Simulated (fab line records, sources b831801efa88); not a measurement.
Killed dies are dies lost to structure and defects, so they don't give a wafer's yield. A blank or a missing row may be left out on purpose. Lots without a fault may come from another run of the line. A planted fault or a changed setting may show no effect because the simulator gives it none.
Which tool did it? | flow sky130 | 6 lots, 18 wafers sampled, at 2 steps of a route of 708

WHAT THE GAUGES READ, wafer by wafer
SKY_VT_ADJUST_NCORE_CD_MEAS_07: target cd 380 nm.
lot  | measured     | on        | cd_nm (nm)
L205 | day 9 11:19  | cd_sem-01 | - - -
L212 | day 11 18:34 | cd_sem-01 | 379.4 381.2 382.6
L213 | day 12 02:35 | cd_sem-02 | 378.5 379.6 380.4
L216 | day 12 20:22 | cd_sem-01 | 377.7 378.2 381.3
L220 | day 13 20:34 | cd_sem-02 | 377.4 375.9 375.7
L224 | day 15 01:55 | cd_sem-02 | 379.2 375.9 379.1

WHICH TOOL RAN EACH LOT (tool, then ch and the chambers of the sampled wafers, then the start)
lot  | SKY_VT_ADJUST_NCORE_EXPOSE_04
L205 | iline_stepper-01 ch 0, day 9 00:47
L212 | iline_stepper-01 ch 0, day 11 06:44
L213 | iline_stepper-01 ch 0, day 11 15:17
L216 | iline_stepper-02 ch 0, day 12 07:47
L220 | iline_stepper-01 ch 0, day 13 06:55
L224 | iline_stepper-01 ch 0, day 14 12:43
- SKY_VT_ADJUST_NCORE_EXPOSE_04: exposes mask LVTN COMPLEMENT THIN, target cd 380 nm.

THE ANSWER, worked out from the rows above alone
Rule: what is usual is taken from the lots themselves. Put in order of their means at a reading, lots are off if they are a third of the lots or fewer, leave a main group of 4 or more, and stand apart from it by a gap of 3 or more times the standard deviation of the main group's means; of several such gaps the widest counts. A main group whose means are all the same, to the digits that the tables above print for the reading, isn't used. A lot without any number at a reading at which 4 lots or more have one is off too. The other lots that the step has rows for count as sound.
Off: L205, at SKY_VT_ADJUST_NCORE_CD_MEAS_07 (cd_nm). Without a number there: L205. The main group: mean 378.8 nm, standard deviation 1.6.
A tool fits if, at a process step before that reading, it ran every lot that is off, and no sound lot after the first of them. The gauges at SKY_VT_ADJUST_NCORE_CD_MEAS_07 are tried like those tools. None of those tried fits.

WHAT THE SIMULATOR HAD PUT IN
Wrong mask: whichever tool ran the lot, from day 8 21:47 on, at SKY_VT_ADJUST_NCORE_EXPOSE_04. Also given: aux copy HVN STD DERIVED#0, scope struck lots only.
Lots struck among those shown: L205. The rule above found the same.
